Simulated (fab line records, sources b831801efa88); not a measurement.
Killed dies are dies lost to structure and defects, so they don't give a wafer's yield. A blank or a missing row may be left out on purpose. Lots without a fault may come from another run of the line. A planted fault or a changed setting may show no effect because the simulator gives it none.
Chamber matching | flow gf180mcu | GF_CONTACT_CVD_02 on pecvd-01: 3 sister chambers
The step deposits SiO2 from TEOS, target thk 860 nm, time 95.992 s. 6 wafers are shown with their chamber, then 7 later ones without.

WAFERS WITH THEIR CHAMBER
wafer  | chamber | heater_power_w (W)
L785.2 | 2       | 645
L785.6 | 1       | 813
L786.4 | 0       | 685
L786.6 | 2       | 684
L789.2 | 1       | 738
L789.3 | 0       | 615

WAFERS WITHOUT THEIR CHAMBER
wafer  | heater_power_w (W)
L789.5 | 673
L791.2 | 619
L791.3 | 668
L791.4 | 692
L794.1 | 735
L794.2 | 786
L794.6 | 559

WHICH CHAMBER EACH WENT THROUGH
wafer  | from the rows above          | in truth
L789.5 | can't be placed: 2 or 0      | 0
L791.2 | can't be placed: 0 or 2      | 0
L791.3 | can't be placed: 2 or 0      | 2
L791.4 | can't be placed: 2 or 0 or 1 | 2
L794.1 | can't be placed: 1 or 2 or 0 | 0
L794.2 | 1                            | 1
L794.6 | can't be placed: 0 or 2      | 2
Placed correctly: 1 of 7. Can't be placed from these rows: 6 (the true chamber is among the candidates in 6). Placed wrongly: 0.
How it was worked out, from the rows above alone: a wafer's distance from a chamber is the root of the sum, over the readings, of the square of ((its reading less the chamber's mean) divided by the reading's scatter). The wafer belongs to the nearest chamber; if the next one is less than 2 further off, it can't be placed. A chamber's mean is the mean of its shown wafers. The scatter: the root of (the sum of the squares of (reading less its chamber's mean) over the shown wafers, divided by (wafers less chambers)).
